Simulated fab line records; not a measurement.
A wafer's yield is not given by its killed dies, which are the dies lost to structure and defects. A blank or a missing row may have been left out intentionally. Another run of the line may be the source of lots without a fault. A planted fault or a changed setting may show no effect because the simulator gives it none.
fab line records	flow sky130
[record] lots = 5	wafers = 15	last-day = 49
route steps=708 shown CAP2M@603 METAL4@621 VIA4@639
lots that met no fault: from a run of the same line without faults
start-h: the number of hours between the record's first day and the start of the first shown wafer of the lot	wait-h: how many hours have passed since the lot's step before this one	" repeats the value in the row above	L1.1+2: a row that stands for several wafers	- no value, or no start given	* or withheld: withheld	< > ~ a bound
route shown NAME@n: names a module that has steps shown in the file, with the first one's number in the route	usual: mean and standard deviation over wafers with no fault	same: alike in all rows	chamber/n: place in a boat	sites: per-site readings	_std_site: their standard deviation	_edge_site: the outer-site mean with the inner-site mean subtracted	radius-mm: how far each site lies from the wafer's centre	mask NAME#n: copy n	behind: the tool/chamber that last shaped the wafer	hold: why the lot was held/for how many hours/how that ended	device: transistor that didn't switch, given as n, p or np	end of line: the route-end tests of the same wafers	where a step has no rows: the recipe by itself	killed: at the first sort, the dies lost to defects and structure; wafer yield is something else	map: a wafer's dies, marking killed ones x, the rest . and places with no die _
set.NAME: the setting as run; set.NAME@STEP: as run at that earlier step	model.NAME: the simulator's own value behind a step, which no gauge read
lots at selected steps of the route; one table per step, one row per wafer
services: when a tool's chamber went out of use (start-h, in hours from the record's first day, below 0 if earlier), for how many hours, and the reason
[[steps]]
[step SKY_CAP2M_CVD_00]
[recipe] material = SiO2	target-thk-nm = 15.5	temp-c = 400	time-s = withheld	rf-w = 450
[usual] heater-power-w = 702/130
lot.wafer	tool	chamber	start-h	wait-h	heater-power-w
L078.1	pecvd-03	0	971.19	0.0	698
L078.4	"	0	"	"	703
L078.6	"	2	"	"	674
L088.2	pecvd-02	2	1040.16	0.0	468
L088.5	"	2	"	"	492
L088.6	"	1	"	"	809
L087.4	pecvd-04	0	1040.48	0.0	552
L087.5	"	1	"	"	664
L087.6	"	2	"	"	779
L089.1	pecvd-02	1	1045.38	0.0	753
L089.3	"	2	"	"	544
L089.4	"	1	"	"	748
L092.1	pecvd-02	1	1057.62	0.0	735
L092.2	"	2	"	"	476
L092.6	"	2	"	"	485
[step SKY_CAP2M_THK_MEAS_01]
[recipe] reads = SiO2_of_CAP2M_CVD_00
[usual] CAP2M_CVD_00_THK = 15.61/0.19
lot.wafer	tool	chamber	start-h	wait-h	CAP2M_CVD_00_THK[nm]
L078.1	film-metro-03	-	971.22	-	15.62
L078.4	"	-	"	"	16.00
L078.6	"	-	"	"	15.81
L088.2	film-metro-02	-	1040.20	-	15.30
L088.5	"	-	"	"	15.45
L088.6	"	-	"	"	15.64
L087.4	film-metro-03	-	1040.52	-	15.77
L087.5	"	-	"	"	15.66
L087.6	"	-	"	"	15.73
L089.1	film-metro-03	-	1045.40	-	15.38
L089.3	"	-	"	"	15.15
L089.4	"	-	"	"	15.48
L092.1	film-metro-03	-	1057.64	-	15.48
L092.2	"	-	"	"	15.31
L092.6	"	-	"	"	15.45
[step SKY_CAP2M_SPUTTER_02]
[recipe] material = TiN	target-thk-nm = 200	temp-c = 300	power-w = 6500	time-s = 166.7	chamber-pressure-pa = 0.4
[usual] throttle-valve-pct = 30.1/1.3
lot.wafer	tool	chamber	start-h	wait-h	throttle-valve-pct
L078.1	pvd-sputter-02	-	971.28	0.1	31.0
L078.4	"	-	"	"	30.0
L078.6	"	-	"	"	30.0
L088.2	pvd-sputter-01	-	1040.25	0.0	28.7
L088.5	"	-	"	"	30.4
L088.6	"	-	"	"	29.4
L087.4	pvd-sputter-02	-	1040.55	0.0	30.0
L087.5	"	-	"	"	28.8
L087.6	"	-	"	"	30.9
L089.1	pvd-sputter-01	-	1045.46	0.1	30.0
L089.3	"	-	"	"	32.0
L089.4	"	-	"	"	29.8
L092.1	pvd-sputter-02	-	1057.70	0.1	31.0
L092.2	"	-	"	"	30.1
L092.6	"	-	"	"	29.5
[step SKY_CAP2M_RS_MEAS_03]
[recipe] thk-meas-gauge = four-point-probe	reads = TiN_of_CAP2M_SPUTTER_02
[usual] CAP2M_TIN_RS = 6.91/0.073
lot.wafer	tool	chamber	start-h	wait-h	CAP2M_TIN_RS[ohm/sq]
L078.1	film-metro-02	-	971.38	0.1	6.86
L078.4	"	-	"	"	6.82
L078.6	"	-	"	"	6.85
L088.2	film-metro-04	-	1040.38	0.1	6.85
L088.5	"	-	"	"	6.86
L088.6	"	-	"	"	6.87
L087.4	film-metro-02	-	1040.72	0.1	6.91
L087.5	"	-	"	"	6.95
L087.6	"	-	"	"	6.99
L089.1	film-metro-04	-	1045.57	0.1	6.85
L089.3	"	-	"	"	6.84
L089.4	"	-	"	"	6.83
L092.1	film-metro-02	-	1057.81	0.1	7.03
L092.2	"	-	"	"	6.89
L092.6	"	-	"	"	7.05
[step SKY_CAP2M_THK_MEAS_04]
[recipe] thk-meas-gauge = xrf	reads = TiN_of_CAP2M_SPUTTER_02
[usual] CAP2M_TIN_THK = 195.7/2
lot.wafer	tool	chamber	start-h	wait-h	CAP2M_TIN_THK[nm]
L078.1	film-metro-02	-	971.50	0.1	195.6
L078.4	"	-	"	"	197.5
L078.6	"	-	"	"	196.6
L088.2	film-metro-04	-	1040.49	0.1	197.4
L088.5	"	-	"	"	198.3
L088.6	"	-	"	"	198.5
L087.4	film-metro-02	-	1040.81	0.1	195.8
L087.5	"	-	"	"	194.4
L087.6	"	-	"	"	193.6
L089.1	film-metro-04	-	1045.69	0.1	198.8
L089.3	"	-	"	"	197.5
L089.4	"	-	"	"	197.6
L092.1	film-metro-02	-	1057.93	0.1	191.2
L092.2	"	-	"	"	194.8
L092.6	"	-	"	"	191.4
[step SKY_CAP2M_DEHYDRATE_05]
[recipe] temp-c = 200	time-s = 60
lot.wafer	tool	chamber	start-h	wait-h
L078.1+4+6	litho-track-04	0	982.83	11.3
L088.2+5+6	litho-track-02	0	1050.22	9.7
L087.4+5+6	litho-track-04	0	1050.56	9.7
L089.1+3+4	litho-track-03	0	1055.45	9.8
L092.1+2+6	litho-track-04	0	1067.78	9.8
[step SKY_CAP2M_HMDS_06]
[recipe] prime-time-s = 60	prime-temp-c = 120
lot.wafer	tool	chamber	start-h	wait-h
L078.1+4+6	litho-track-04	0	982.98	0.1
L088.2+5+6	litho-track-02	0	1050.37	0.1
L087.4+5+6	litho-track-04	0	1050.71	0.1
L089.1+3+4	litho-track-03	0	1055.60	0.1
L092.1+2+6	litho-track-04	0	1067.93	0.1
[step SKY_CAP2M_COAT_07]
[recipe] resist = NOVOLAK	spin-rpm = 3000	resist-thk-nm = 1140
lot.wafer	tool	chamber	start-h	wait-h
L078.1+4+6	litho-track-04	0	983.13	0.1
L088.2+5+6	litho-track-02	0	1050.52	0.1
L087.4+5+6	litho-track-04	0	1050.86	0.1
L089.1+3+4	litho-track-03	0	1055.75	0.1
L092.1+2+6	litho-track-04	0	1068.08	0.1
[step SKY_CAP2M_SOFTBAKE_08]
[recipe] temp-c = 90	time-s = 60	resist = NOVOLAK
lot.wafer	tool	chamber	start-h	wait-h
L078.1+4+6	litho-track-04	0	983.28	0.1
L088.2+5+6	litho-track-02	0	1050.67	0.1
L087.4+5+6	litho-track-04	0	1051.01	0.1
L089.1+3+4	litho-track-03	0	1055.90	0.1
L092.1+2+6	litho-track-04	0	1068.23	0.1
[step SKY_CAP2M_EXPOSE_09]
[recipe] mask-id = CAP2M	na = 0.6	source-shape = conventional	sigma-outer = 0.6	polarization = unpolarized	target-cd-nm = 1000	dose-mj = 159
lot.wafer	tool	chamber	start-h	wait-h	mask
L078.1+4+6	iline-stepper-01	0	-	-	CAP2M#0
L088.2+5+6	iline-stepper-02	0	-	-	CAP2M#0
L087.4+5+6	iline-stepper-02	0	-	-	CAP2M#0
L089.1+3+4	iline-stepper-01	0	-	-	CAP2M#0
L092.1+2+6	iline-stepper-02	0	-	-	CAP2M#0
[step SKY_CAP2M_PEB_10]
[recipe] temp-c = withheld	time-s = *	resist = NOVOLAK
lot.wafer	tool	chamber	start-h	wait-h
L078.1+4+6	litho-track-04	0	-	-
L088.2+5+6	litho-track-02	0	-	-
L087.4+5+6	litho-track-02	0	-	-
L089.1+3+4	litho-track-04	0	-	-
L092.1+2+6	litho-track-02	0	-	-
[step SKY_CAP2M_DEVELOP_11]
[recipe] resist = NOVOLAK	developer = TMAH	develop-time-s = 60	dev-temp-c = 23
[same] develop-time-s = 60
lot.wafer	tool	chamber	start-h	wait-h
L078.1+4+6	litho-track-04	0	993.93	0.1
L088.2+5+6	litho-track-02	0	1061.02	0.1
L087.4+5+6	litho-track-02	0	1061.37	0.1
L089.1+3+4	litho-track-04	0	1066.03	0.1
L092.1+2+6	litho-track-02	0	1078.69	0.1
[step SKY_CAP2M_OVL_MEAS_12]
[usual] CAP2M_OVL = -0.1/1.5
lot.wafer	tool	chamber	start-h	wait-h	CAP2M_OVL[nm]
L078.1	overlay-02	-	994.08	0.1	1.1
L078.4	"	-	"	"	0.1
L078.6	"	-	"	"	0.8
L088.2	overlay-02	-	1061.15	0.1	-1.3
L088.5	"	-	"	"	-1.0
L088.6	"	-	"	"	-1.3
L087.4	overlay-01	-	1061.46	0.1	1.8
L087.5	"	-	"	"	-1.1
L087.6	"	-	"	"	-0.6
L089.1	overlay-02	-	1066.18	0.1	1.8
L089.3	"	-	"	"	0.2
L089.4	"	-	"	"	0.4
L092.1	overlay-02	-	1078.84	0.1	0.6
L092.2	"	-	"	"	0.6
L092.6	"	-	"	"	1.6
[step SKY_CAP2M_METAL_ETCH_13]
[recipe] target-depth-nm = 220	stop-on = SiO2	chemistry = Cl2/BCl3	target = TiN	pressure-mtorr = 10	icp-w = 900	bias-w = 48.5	Cl2_flow_sccm = 60	bcl3-flow-sccm = 30	time-s = 62.9
[usual] drypump-motor-current-A = 5.5/0.39	oes-product-au = 0.940/0.0076	throttle-valve-pct = 21.901/0.0096
lot.wafer	tool	chamber	start-h	wait-h	drypump-motor-current-A	oes-product-au	rf-hours-counter-h	throttle-valve-pct
L078.1	rie-metal-04	0	994.12	0.0	6.2	0.952	5	21.913
L078.4	"	1	"	"	5.6	0.954	-	21.902
L078.6	"	0	"	"	6.2	0.939	-	21.902
L088.2	rie-metal-02	0	1061.18	0.0	5.0	0.949	15	21.894
L088.5	"	0	"	"	5.0	0.949	-	21.899
L088.6	"	1	"	"	5.8	0.943	-	21.896
L087.4	rie-metal-03	0	1061.50	0.0	5.4	0.939	-	21.893
L087.5	"	0	"	"	5.4	0.938	-	21.885
L087.6	"	1	"	"	5.2	0.928	-	21.915
L089.1	rie-metal-03	0	1066.22	0.0	5.5	0.944	6	21.902
L089.3	"	0	"	"	5.5	0.948	-	21.911
L089.4	"	1	"	"	5.2	0.945	-	21.901
L092.1	rie-metal-03	0	1078.88	0.0	5.5	0.922	7	21.907
L092.2	"	1	"	"	5.1	0.937	16	21.897
L092.6	"	0	"	"	5.5	0.920	-	21.905
[step SKY_CAP2M_STRIP_14]
[recipe] chemistry = O2/N2	power-w = 1400	pressure-mtorr = 1500	platen-temp-c = withheld	o2-flow-sccm = 3000	n2-flow-sccm = 300	overash-fraction = 0.5
[usual] drypump-motor-current-A = 5.4/0.4	oes-product-au = 0.711/0.0044	strip-time-to-endpoint-s = 12.64/0.038
lot.wafer	tool	chamber	start-h	wait-h	drypump-motor-current-A	oes-product-au	rf-hours-counter-h	strip-time-to-endpoint-s
L078.1	plasma-asher-01	1	994.19	0.1	6.0	0.711	57	12.64
L078.4	"	1	"	"	6.0	0.709	-	12.64
L078.6	"	1	"	"	6.0	0.707	-	12.71
L088.2	plasma-asher-01	0	1061.26	0.1	5.9	0.714	63	12.65
L088.5	"	0	"	"	6.0	0.707	-	12.65
L088.6	"	1	"	"	6.0	0.711	-	12.65
L087.4	plasma-asher-02	0	1061.59	0.1	5.8	0.709	-	12.59
L087.5	"	0	"	"	5.8	0.707	-	12.56
L087.6	"	1	"	"	5.6	0.711	-	12.63
L089.1	plasma-asher-03	0	1066.29	0.1	4.9	0.708	0	12.65
L089.3	"	1	"	"	5.2	0.709	-	12.60
L089.4	"	0	"	"	4.9	0.715	-	12.65
L092.1	plasma-asher-02	1	1078.96	0.1	5.5	0.712	32	12.64
L092.2	"	0	"	"	5.8	0.714	32	12.68
L092.6	"	0	"	"	5.8	0.706	-	12.65
[step SKY_CAP2M_STRIP_15]
[recipe] chemistry = post-etch-residue-remover	time-s = 1200	temp-c = 72.5
lot.wafer	tool	chamber	start-h	wait-h
L078.1+4+6	wet-bench-02	0	994.31	0.1
L088.2+5+6	wet-bench-02	1	1061.36	0.1
L087.4+5+6	wet-bench-03	2	1061.66	0.0
L089.1+3+4	wet-bench-02	1	1066.39	0.1
L092.1+2+6	wet-bench-02	1	1079.06	0.1
[step SKY_CAP2M_CLEAN_16]
[recipe] chemistry = IPA	time-s = 180	temp-c = 25
lot.wafer	tool	chamber	start-h	wait-h
L078.1+4+6	wet-bench-03	1	994.65	0.0
L088.2+5+6	wet-bench-02	0	1061.70	0.0
L087.4+5+6	wet-bench-01	0	1062.03	0.0
L089.1+3+4	wet-bench-02	1	1066.74	0.0
L092.1+2+6	wet-bench-01	2	1079.40	0.0
[step SKY_CAP2M_CLEAN_17]
[recipe] chemistry = O3/DIW	dry = n2-spin
lot.wafer	tool	chamber	start-h	wait-h
L078.1+4+6	wet-bench-03	0	994.71	0.0
L088.2+5+6	wet-bench-02	3	1061.76	0.0
L087.4+5+6	wet-bench-02	0	1062.09	0.0
L089.1+3+4	wet-bench-01	0	1066.79	0.0
L092.1+2+6	wet-bench-02	2	1079.46	0.0
[step SKY_METAL4_DEHYDRATE_05]
[recipe] temp-c = 200	time-s = 60
lot.wafer	tool	chamber	start-h	wait-h
L078.1+4+6	litho-track-03	0	1005.80	11.0
L088.2+5+6	litho-track-03	0	1071.87	10.0
L087.4+5+6	litho-track-03	0	1072.72	10.5
L089.1+3+4	litho-track-02	0	1076.44	9.6
L092.1+2+6	litho-track-02	0	1089.44	9.9
[step SKY_METAL4_HMDS_06]
[recipe] prime-time-s = 60	prime-temp-c = 120
lot.wafer	tool	chamber	start-h	wait-h
L078.1+4+6	litho-track-03	0	1005.95	0.1
L088.2+5+6	litho-track-03	0	1072.02	0.1
L087.4+5+6	litho-track-03	0	1072.87	0.1
L089.1+3+4	litho-track-02	0	1076.59	0.1
L092.1+2+6	litho-track-02	0	1089.59	0.1
[step SKY_METAL4_COAT_07]
[recipe] resist = BARC	temp-c = withheld	time-s = withheld	spin-rpm = 3000	resist-thk-nm = 60
lot.wafer	tool	chamber	start-h	wait-h
L078.1+4+6	litho-track-03	0	1006.10	0.1
L088.2+5+6	litho-track-03	0	1072.17	0.1
L087.4+5+6	litho-track-03	0	1073.02	0.1
L089.1+3+4	litho-track-02	0	1076.74	0.1
L092.1+2+6	litho-track-02	0	1089.74	0.1
[step SKY_METAL4_COAT_08]
[recipe] resist = KrF-thick	spin-rpm = 3000	resist-thk-nm = 1140
lot.wafer	tool	chamber	start-h	wait-h
L078.1+4+6	litho-track-03	0	-	-
L088.2+5+6	litho-track-03	0	-	-
L087.4+5+6	litho-track-03	0	-	-
L089.1+3+4	litho-track-02	0	-	-
L092.1+2+6	litho-track-02	0	-	-
[step SKY_METAL4_SOFTBAKE_09]
[recipe] temp-c = 100	time-s = 90	resist = KrF-thick
lot.wafer	tool	chamber	start-h	wait-h
L078.1+4+6	litho-track-03	0	-	-
L088.2+5+6	litho-track-03	0	-	-
L087.4+5+6	litho-track-03	0	-	-
L089.1+3+4	litho-track-02	0	-	-
L092.1+2+6	litho-track-02	0	-	-
[step SKY_METAL4_EXPOSE_10]
[recipe] mask-id = MM4	na = 0.68	source-shape = annular	sigma-inner = 0.4	sigma-outer = 0.8	target-cd-nm = 300	dose-mj = 28
lot.wafer	tool	chamber	start-h	wait-h	mask
L078.1+4+6	krf-scanner-01	0	-	-	MM4#0
L088.2+5+6	krf-scanner-01	0	-	-	MM4#0
L087.4+5+6	krf-scanner-01	0	-	-	MM4#0
L089.1+3+4	krf-scanner-02	0	-	-	MM4#0
L092.1+2+6	krf-scanner-02	0	-	-	MM4#0
[step SKY_METAL4_PEB_11]
[recipe] peb-temp-c = withheld	peb-time-s = withheld	resist = KrF-thick
lot.wafer	tool	chamber	start-h	wait-h
L078.1+4+6	litho-track-02	0	-	-
L088.2+5+6	litho-track-02	0	-	-
L087.4+5+6	litho-track-02	0	-	-
L089.1+3+4	litho-track-01	0	-	-
L092.1+2+6	litho-track-02	0	-	-
[step SKY_METAL4_DEVELOP_12]
[recipe] develop-time-s = 60	resist = KrF-thick	dev-temp-c = 21
[same] develop-time-s = 60
lot.wafer	tool	chamber	start-h	wait-h
L078.1+4+6	litho-track-02	0	-	-
L088.2+5+6	litho-track-02	0	-	-
L087.4+5+6	litho-track-02	0	-	-
L089.1+3+4	litho-track-01	0	-	-
L092.1+2+6	litho-track-02	0	-	-
[step SKY_METAL4_CD_MEAS_13]
[recipe] target-cd-nm = 300
[usual] cd-nm = 299.8/1.4
lot.wafer	tool	chamber	start-h	wait-h	cd-nm
L078.1	cd-sem-01	-	1017.94	-	299.8
L078.4	"	-	"	"	299.7
L078.6	"	-	"	"	300.8
L088.2	cd-sem-02	-	1082.71	-	301.3
L088.5	"	-	"	"	301.3
L088.6	"	-	"	"	302.3
L087.4	cd-sem-02	-	1084.10	-	300.0
L087.5	"	-	"	"	300.3
L087.6	"	-	"	"	300.6
L089.1	cd-sem-01	-	1087.20	-	300.2
L089.3	"	-	"	"	298.7
L089.4	"	-	"	"	299.1
L092.1	cd-sem-02	-	1099.89	-	300.1
L092.2	"	-	"	"	299.0
L092.6	"	-	"	"	299.1
[step SKY_METAL4_OVL_MEAS_14]
[usual] METAL4_OVL = 2/6.3
lot.wafer	tool	chamber	start-h	wait-h	METAL4_OVL[nm]
L078.1	overlay-02	-	1018.06	0.1	-1
L078.4	"	-	"	"	-1
L078.6	"	-	"	"	5
L088.2	overlay-01	-	1082.82	0.1	-7
L088.5	"	-	"	"	1
L088.6	"	-	"	"	-3
L087.4	overlay-01	-	1084.18	0.1	-3
L087.5	"	-	"	"	3
L087.6	"	-	"	"	-3
L089.1	overlay-01	-	1087.32	0.1	1
L089.3	"	-	"	"	16
L089.4	"	-	"	"	8
L092.1	overlay-02	-	1100.01	0.1	9
L092.2	"	-	"	"	3
L092.6	"	-	"	"	9
[step SKY_METAL4_DESCUM_15]
[recipe] chemistry = O2	source-power-w = 150	bias-power-w = 0	pressure-mtorr = 10	temp-c = 40	time-s = 8
[usual] drypump-motor-current-A = 5.5/0.34	oes-product-au = 1.004/0.013
lot.wafer	tool	chamber	start-h	wait-h	drypump-motor-current-A	oes-product-au	rf-hours-counter-h
L078.1	rie-metal-02	1	1018.10	0.0	5.8	1.014	14
L078.4	"	1	"	"	5.8	1.005	-
L078.6	"	1	"	"	5.8	1.011	-
L088.2	rie-metal-03	1	1082.85	0.0	5.1	0.994	16
L088.5	"	0	"	"	5.5	1.021	-
L088.6	"	1	"	"	5.1	0.996	-
L087.4	rie-metal-01	0	1084.21	0.0	5.8	1.030	-
L087.5	"	1	"	"	5.8	0.993	-
L087.6	"	0	"	"	5.8	1.027	-
L089.1	rie-metal-03	1	1087.36	0.0	5.1	1.006	17
L089.3	"	0	"	"	5.5	1.013	-
L089.4	"	1	"	"	5.2	0.996	-
L092.1	rie-metal-03	0	1100.05	0.0	5.4	1.015	10
L092.2	"	1	"	"	5.1	1.004	18
L092.6	"	1	"	"	5.2	0.994	-
[step SKY_METAL4_ETCH_16]
[recipe] chemistry = N2/H2	target = BARC	ion-energy-ev = 200	bias-w = 100	pressure-mtorr = 30	n2-flow-sccm = 100	h2-flow-sccm = 200	icp-w = 500	stop-on = SiO2	time-s = 88.2	target-depth-a = 600
[usual] drypump-motor-current-A = 5.5/0.33	oes-product-au = 0.626/0.0047	throttle-valve-pct = 13.204/0.0086
lot.wafer	tool	chamber	start-h	wait-h	drypump-motor-current-A	oes-product-au	rf-hours-counter-h	throttle-valve-pct
L078.1	rie-metal-02	1	1018.13	0.0	5.8	0.626	14	13.207
L078.4	"	1	"	"	5.8	0.632	-	13.202
L078.6	"	1	"	"	5.8	0.629	-	13.202
L088.2	rie-metal-03	1	1082.88	0.0	5.2	0.624	16	13.213
L088.5	"	0	"	"	5.5	0.626	-	13.198
L088.6	"	1	"	"	5.1	0.628	-	13.198
L087.4	rie-metal-01	0	1084.26	0.0	5.8	0.639	-	13.182
L087.5	"	1	"	"	5.8	0.631	-	13.206
L087.6	"	0	"	"	5.8	0.619	-	13.204
L089.1	rie-metal-03	1	1087.39	0.0	5.2	0.625	17	13.208
L089.3	"	0	"	"	5.5	0.625	-	13.204
L089.4	"	1	"	"	5.1	0.621	-	13.186
L092.1	rie-metal-03	0	1100.08	0.0	5.5	0.621	10	13.197
L092.2	"	1	"	"	5.1	0.625	18	13.190
L092.6	"	1	"	"	5.1	0.623	-	13.198
[step SKY_METAL4_ETCH_17]
[recipe] target = SiO2	stop-on = TiN	chemistry = C4F8/O2/Ar	source-w = 1500	bias-w = 1200	pressure-mtorr = 40	c4f8-flow-sccm = withheld	O2_flow_sccm = 6	Ar_flow_sccm = 300	time-s = 3.9	target-depth-a = 150
[usual] oes-product-au = 0.757/0.006
lot.wafer	tool	chamber	start-h	wait-h	oes-product-au	rf-hours-counter-h
L078.1	rie-diel-01	0	1018.23	0.1	0.754	18
L078.4	"	3	"	"	0.773	6
L078.6	"	3	"	"	0.763	-
L088.2	rie-diel-03	2	1082.98	0.1	0.751	15
L088.5	"	1	"	"	0.759	-
L088.6	"	0	"	"	0.757	-
L087.4	rie-diel-02	3	1084.33	0.0	0.752	21
L087.5	"	0	"	"	0.753	-
L087.6	"	3	"	"	0.760	-
L089.1	rie-diel-03	0	1087.49	0.1	0.750	20
L089.3	"	3	"	"	0.753	25
L089.4	"	1	"	"	0.757	21
L092.1	rie-diel-02	1	1100.18	0.1	0.759	15
L092.2	"	2	"	"	0.749	12
L092.6	"	3	"	"	0.753	-
[step SKY_METAL4_METAL_ETCH_18]
[recipe] target-depth-a = 8450	stop-on = SiO2	over-etch-frac = 0.3	time-s = 183.1	chemistry = Cl2/BCl3	resist-sidewall-deg = 88	pressure-mtorr = 10	icp-w = 900	bias-w = 48.5	Cl2_flow_sccm = 60	bcl3-flow-sccm = 30
[usual] drypump-motor-current-A = 5.4/0.32	oes-product-au = 0.863/0.0078	throttle-valve-pct = 22.264/0.0092
lot.wafer	tool	chamber	start-h	wait-h	drypump-motor-current-A	oes-product-au	rf-hours-counter-h	throttle-valve-pct
L078.1	rie-metal-01	1	1018.25	0.0	5.9	0.858	15	22.247
L078.4	"	1	"	"	5.8	0.865	-	22.256
L078.6	"	0	"	"	5.8	0.857	-	22.261
L088.2	rie-metal-02	1	1083.00	0.0	5.8	0.851	18	22.279
L088.5	"	1	"	"	5.8	0.863	-	22.275
L088.6	"	0	"	"	5.0	0.855	-	22.255
L087.4	rie-metal-02	0	1084.41	0.1	5.0	0.862	-	22.263
L087.5	"	1	"	"	5.8	0.862	-	22.266
L087.6	"	0	"	"	4.9	0.861	-	22.269
L089.1	rie-metal-02	0	1087.50	0.0	5.0	0.852	17	22.269
L089.3	"	0	"	"	5.0	0.851	-	22.263
L089.4	"	1	"	"	5.8	0.852	-	22.251
L092.1	rie-metal-02	1	1100.20	0.0	5.8	0.860	19	22.261
L092.2	"	0	"	"	5.0	0.855	18	22.265
L092.6	"	1	"	"	5.8	0.863	-	22.261
[step SKY_METAL4_STRIP_19]
[recipe] chemistry = O2/N2	power-w = 1400	pressure-mtorr = 1500	platen-temp-c = withheld	o2-flow-sccm = 3000	n2-flow-sccm = 300	overash-fraction = 0.5
[usual] drypump-motor-current-A = 5.6/0.35	oes-product-au = 0.501/0.0059	strip-time-to-endpoint-s = 6.52/0.092
lot.wafer	tool	chamber	start-h	wait-h	drypump-motor-current-A	oes-product-au	rf-hours-counter-h	strip-time-to-endpoint-s
L078.1	plasma-asher-01	0	1018.42	0.1	6.0	0.502	59	6.54
L078.4	"	1	"	"	5.9	0.507	-	6.56
L078.6	"	0	"	"	6.0	0.497	-	6.42
L088.2	plasma-asher-04	0	1083.17	0.1	5.7	0.501	89	6.56
L088.5	"	1	"	"	5.6	0.504	-	6.59
L088.6	"	0	"	"	5.7	0.505	-	6.64
L087.4	plasma-asher-04	1	1084.56	0.1	5.6	0.510	-	6.66
L087.5	"	1	"	"	5.6	0.501	-	6.61
L087.6	"	0	"	"	5.7	0.514	-	6.66
L089.1	plasma-asher-03	0	1087.68	0.1	4.9	0.504	2	6.57
L089.3	"	1	"	"	5.2	0.500	-	6.63
L089.4	"	0	"	"	4.9	0.498	-	6.55
L092.1	plasma-asher-01	0	1100.37	0.1	5.9	0.506	67	6.56
L092.2	"	1	"	"	5.9	0.515	67	6.60
L092.6	"	1	"	"	5.9	0.498	-	6.56
[step SKY_METAL4_STRIP_20]
[recipe] chemistry = post-etch-residue-remover	time-s = 1200	temp-c = 72.5
lot.wafer	tool	chamber	start-h	wait-h
L078.1+4+6	wet-bench-03	0	1018.52	0.1
L088.2+5+6	wet-bench-03	1	1083.27	0.1
L087.4+5+6	wet-bench-04	3	1084.62	0.0
L089.1+3+4	wet-bench-04	1	1087.78	0.1
L092.1+2+6	wet-bench-03	0	1100.47	0.1
[step SKY_METAL4_CLEAN_21]
[recipe] chemistry = IPA	time-s = 180	temp-c = 25
lot.wafer	tool	chamber	start-h	wait-h
L078.1+4+6	wet-bench-02	0	1018.90	0.0
L088.2+5+6	wet-bench-04	0	1083.62	0.0
L087.4+5+6	wet-bench-02	1	1084.97	0.0
L089.1+3+4	wet-bench-02	1	1088.12	0.0
L092.1+2+6	wet-bench-03	3	1100.82	0.0
[step SKY_METAL4_CLEAN_22]
[recipe] chemistry = O3/DIW	dry = n2-spin
lot.wafer	tool	chamber	start-h	wait-h
L078.1+4+6	wet-bench-03	2	1018.97	0.0
L088.2+5+6	wet-bench-03	2	1083.67	0.0
L087.4+5+6	wet-bench-03	0	1085.02	0.0
L089.1+3+4	wet-bench-03	2	1088.18	0.0
L092.1+2+6	wet-bench-02	2	1100.87	0.0
[step SKY_VIA4_HDPCVD_00]
[recipe] material = SiO2	target-thk-nm = 1750	sigma-open-frac = 0.3	time-s = 291.7	temp-c = 400	sih4-flow-sccm = 60	pressure-mtorr = 6
[usual] sih4-flow-sccm = 60.02/0.18
lot.wafer	tool	chamber	start-h	wait-h	sih4-flow-sccm
L078.1	hdpcvd-02	1	1019.07	0.0	59.88
L078.4	"	0	"	"	60.00
L078.6	"	1	"	"	60.12
L088.2	hdpcvd-02	1	1083.77	0.0	60.23
L088.5	"	2	"	"	60.18
L088.6	"	1	"	"	60.16
L087.4	hdpcvd-01	0	1085.21	0.1	60.02
L087.5	"	1	"	"	60.36
L087.6	"	2	"	"	60.00
L089.1	hdpcvd-01	0	1088.27	0.0	60.09
L089.3	"	1	"	"	59.69
L089.4	"	1	"	"	59.93
L092.1	hdpcvd-02	2	1100.97	0.0	60.29
L092.2	"	0	"	"	60.04
L092.6	"	0	"	"	59.98
[step SKY_VIA4_THK_MEAS_01]
[recipe] reads = SiO2_of_VIA4_HDPCVD_00
[usual] VIA4_HDPCVD_THK = 1755/18
lot.wafer	tool	chamber	start-h	wait-h	VIA4_HDPCVD_THK[nm]
L078.1	film-metro-03	-	1019.25	0.1	1736
L078.4	"	-	"	"	1756
L078.6	"	-	"	"	1756
L088.2	film-metro-03	-	1083.96	0.1	1765
L088.5	"	-	"	"	1789
L088.6	"	-	"	"	1753
L087.4	film-metro-03	-	1085.33	0.0	1727
L087.5	"	-	"	"	1739
L087.6	"	-	"	"	1748
L089.1	film-metro-02	-	1088.45	0.1	1752
L089.3	"	-	"	"	1761
L089.4	"	-	"	"	1771
L092.1	film-metro-03	-	1101.15	0.1	1755
L092.2	"	-	"	"	1744
L092.6	"	-	"	"	1728
[step SKY_VIA4_CMP_02]
[recipe] material = SiO2	down-force-psi = 4	platen-rpm = 60	pad-velocity-m-s = 0.94248
[usual] motor-current-A = 13.0/1.2
lot.wafer	tool	chamber	start-h	wait-h	motor-current-A
L078.1	cmp-02	1	1019.41	0.1	12.9
L078.4	"	2	"	"	11.8
L078.6	"	3	"	"	14.3
L088.2	cmp-01	3	1084.06	0.1	12.0
L088.6	"	2	"	"	12.4
L088.5	"	3	"	"	11.2
L087.4	cmp-02	3	1085.58	0.2	13.2
L087.6	"	3	"	"	14.6
L087.5	"	0	"	"	15.1
L089.4	cmp-02	1	1088.51	0.0	12.3
L089.1	"	3	"	"	14.1
L089.3	"	0	"	"	15.4
L092.1	cmp-02	1	1101.26	0.1	13.0
L092.2	"	2	"	"	12.0
L092.6	"	1	"	"	13.3
[[services]]
tool	chamber	start-h	hours	kind
hdpcvd-02	-	950.25	15.0	pm
rie-diel-02	1	951.80	3.0	repair
plasma-asher-01	-	952.64	4.1	repair
plasma-asher-02	-	955.45	14.6	pm
krf-scanner-01	-	955.97	1.3	pm
pecvd-02	2	964.80	5.6	repair
krf-scanner-01	-	965.38	4.4	pm
krf-scanner-01	-	972.41	6.8	repair
krf-scanner-01	-	972.73	0.4	repair
iline-stepper-01	-	978.63	1.7	pm
cmp-02	-	987.26	1.4	repair
iline-stepper-02	-	992.70	5.6	repair
krf-scanner-02	-	1006.84	0.5	repair
rie-metal-03	-	1010.49	2.8	pm
pecvd-02	-	1011.96	0.6	repair
krf-scanner-01	-	1012.17	1.0	pm
plasma-asher-01	-	1018.76	2.5	repair
krf-scanner-01	-	1024.60	0.8	pm
cmp-02	-	1038.02	2.4	repair
rie-metal-02	-	1040.70	2.8	pm
wet-bench-03	-	1054.27	1.9	pm
wet-bench-03	-	1062.07	2.0	repair
pvd-sputter-02	-	1069.76	1.1	repair
pecvd-02	1	1072.82	10.9	repair
[[key]]
fault none
